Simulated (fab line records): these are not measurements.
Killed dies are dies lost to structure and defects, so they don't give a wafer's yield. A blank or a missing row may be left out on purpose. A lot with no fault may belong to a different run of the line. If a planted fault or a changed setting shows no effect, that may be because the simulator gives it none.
Which of the tools did it? ; flow gf180mcu ; 14 lots, 42 wafers sampled, at 4 steps of a route of 602

WHAT EACH GAUGE READ, for each wafer
GF_V1_OVL_MEAS_15. Usual: V1_OVL typically reads -5 nm, with standard deviation 5.2.
lot;measured;on;V1_OVL (nm);flag
L751;day 18 00:37;overlay-01;-2 -3 4;
L753;day 18 19:58;overlay-01;-13 -7 -4;
L755;day 19 19:34;overlay-01;-14 -8 -12;
L758;day 20 18:20;overlay-01;-9 -9 -15;
L759;day 21 11:06;overlay-01;-2 -2 -5;
L760;day 21 15:13;overlay-01;-5 0 -3;
L761;day 22 00:22;overlay-02;5 1 -4;
L763;day 22 16:02;overlay-01;-3 -7 5;
L764;day 23 07:01;overlay-01;-7 2 -4;
L765;day 23 10:01;overlay-02;-2 -8 -5;
L766;day 23 18:43;overlay-01;-6 -5 -4;
L767;day 24 03:31;overlay-01;-3 -6 -3;
L768;day 24 06:40;overlay-02;-1 -4 -7;
L773;day 25 18:24;overlay-02;1 -1 -3;

GF_M2_OVL_MEAS_15. Usual: M2_OVL typically reads 4 nm, with standard deviation 5.8.
lot;measured;on;M2_OVL (nm);flag
L751;day 19 01:19;overlay-02;-2 -6 -3;
L753;day 19 22:13;overlay-02;3 1 4;
L755;day 20 21:22;overlay-02;11 -2 14;
L758;day 21 20:16;overlay-01;9 6 7;
L759;day 22 12:15;overlay-02;-2 -2 3;
L760;day 22 16:13;overlay-01;3 -2 -4;
L761;day 23 01:23;overlay-02;10 4 9;
L763;day 23 16:49;overlay-01;15 13 8;
L764;day 24 07:05;overlay-02;7 7 12;
L765;day 24 09:16;overlay-02;14 3 4;
L766;day 24 18:07;overlay-02;5 6 9;
L767;day 25 02:20;overlay-01;-2 -4 -3;
L768;day 25 05:46;overlay-01;12 8 12;
L773;day 26 17:02;overlay-01;9 16 18;

WHAT TOOL EACH LOT RAN ON (gives the tool, then ch and the chambers of the sampled wafers, and finally the start)
lot;GF_SALICIDE_RTA_08;GF_V1_CMP_26
L751;rtp-anneal-01 ch 0, day 15 01:21;cmp-01 ch 0,1, day 18 01:43
L753;rtp-anneal-01 ch 0, day 15 20:49;cmp-01 ch 1,2,3, day 18 21:03
L755;rtp-anneal-01 ch 0, day 16 18:31;cmp-02 ch 0,1,2, day 19 20:42
L758;rtp-anneal-02 ch 0, day 17 15:10;cmp-01 ch 0,1,3, day 20 19:26
L759;rtp-anneal-02 ch 0, day 18 08:52;cmp-01 ch 0,1, day 21 12:18
L760;rtp-anneal-02 ch 0, day 18 12:32;cmp-02 ch 0,1,3, day 21 16:19
L761;rtp-anneal-01 ch 0, day 18 20:43;cmp-01 ch 1,2,3, day 22 01:29
L763;rtp-anneal-01 ch 0, day 19 13:19;cmp-01 ch 1,2, day 22 17:29
L764;rtp-anneal-01 ch 0, day 20 04:50;cmp-01 ch 0,2,3, day 23 08:09
L765;rtp-anneal-01 ch 0, day 20 07:42;cmp-01 ch 0,1,2, day 23 11:07
L766;rtp-anneal-02 ch 0, day 20 18:20;cmp-02 ch 0,2,3, day 23 19:52
L767;rtp-anneal-01 ch 0, day 21 02:13;cmp-01 ch 0,1,2, day 24 04:37
L768;rtp-anneal-02 ch 0, day 21 06:23;cmp-01 ch 0,1,2, day 24 07:52
L773;rtp-anneal-01 ch 0, day 22 21:01;cmp-02 ch 2,3, day 25 19:31
- GF_SALICIDE_RTA_08: time 30 s.
- GF_V1_CMP_26: polishes, stops on SiO2, t overpolish 15 s, target thk 0 nm.

AS READ BY THE TOOLS THEMSELVES (means over the sampled wafers that have a number; for cases with no such wafer, the mark the record gives instead)
GF_SALICIDE_RTA_08. Usual: lamp-power-pct 15.9 %, standard deviation 2.6; wafer_temp_C_max 802.9, standard deviation 0.79.
lot;tool;lamp-power-pct (%);wafer_temp_C_max;flag
L751;rtp-anneal-01;13.6;802.6;
L753;rtp-anneal-01;13.7;802.7;
L755;rtp-anneal-01;13.7;802.9;
L758;rtp-anneal-02;18.9;803.0;
L759;rtp-anneal-02;18.9;803.0;
L760;rtp-anneal-02;18.9;803.6;
L761;rtp-anneal-01;13.7;802.9;
L763;rtp-anneal-01;13.7;802.8;
L764;rtp-anneal-01;13.7;801.9;
L765;rtp-anneal-01;13.6;803.5;
L766;rtp-anneal-02;19.0;804.0;
L767;rtp-anneal-01;13.7;802.2;
L768;rtp-anneal-02;18.9;803.1;
L773;rtp-anneal-01;13.6;802.0;

GF_V1_CMP_26. Usual: motor-current-A 10.9 A, standard deviation 0.62; overpolish-run-s 14.999 s, standard deviation 0.0098; time-to-endpoint-s 86 s, standard deviation 3.3.
lot;tool;motor-current-A (A);overpolish-run-s (s);time-to-endpoint-s (s);flag
L751;cmp-01;11.7;14.987;84;
L753;cmp-01;10.7;15.001;84;
L755;cmp-02;10.5;15.010;85;
L758;cmp-01;11.3;14.995;86;
L759;cmp-01;11.1;14.993;91;
L760;cmp-02;10.8;14.995;84;
L761;cmp-01;10.8;15.010;84;
L763;cmp-01;11.2;15.001;87;
L764;cmp-01;11.0;14.994;88;
L765;cmp-01;11.0;23.048;86;OFF
L766;cmp-02;11.0;15.002;88;
L767;cmp-01;10.9;23.059;89;OFF
L768;cmp-01;10.7;23.052;82;OFF
L773;cmp-02;11.2;14.999;85;

THE ANSWER, worked out from the rows above alone
Rule: a lot is off if the mean of its wafers that have a number lies more than 3 standard deviations from the usual mean. Also off: a lot with no number at a reading for which 4 or more lots have one. All remaining lots with rows at the step are treated as sound. After the gauges, taken in route order, come the tools' own readings; for these a lot's mean is taken, as printed above. At the first step where some lot is off, the reading lying furthest off is the one used; lots without a number count as furthest.
Off: L765, L767, L768 (GF_V1_CMP_26, overpolish-run-s).
If a tool, at that step or one of the process steps before it, ran each lot that is off and ran no sound lot following the first of them, it fits. One fits: GF_V1_CMP_26 on cmp-01. Its last sound lot is L764 (day 23 08:09), its first lot that is off L765 (day 23 11:07): a fault that began between those two fits.
The tool's own readings at GF_V1_CMP_26 bear it out: on the lots that are off they differ by more than 5 times the standard deviation of the sound lots' means. overpolish-run-s reads 23.053 s there against 14.999 s on the sound lots.

WHAT THE SIMULATOR PUT IN
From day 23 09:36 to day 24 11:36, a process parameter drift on cmp-01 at GF_V1_CMP_26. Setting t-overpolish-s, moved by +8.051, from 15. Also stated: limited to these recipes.
Shown lots that were struck: L765, L767, L768. The rule above found the same.
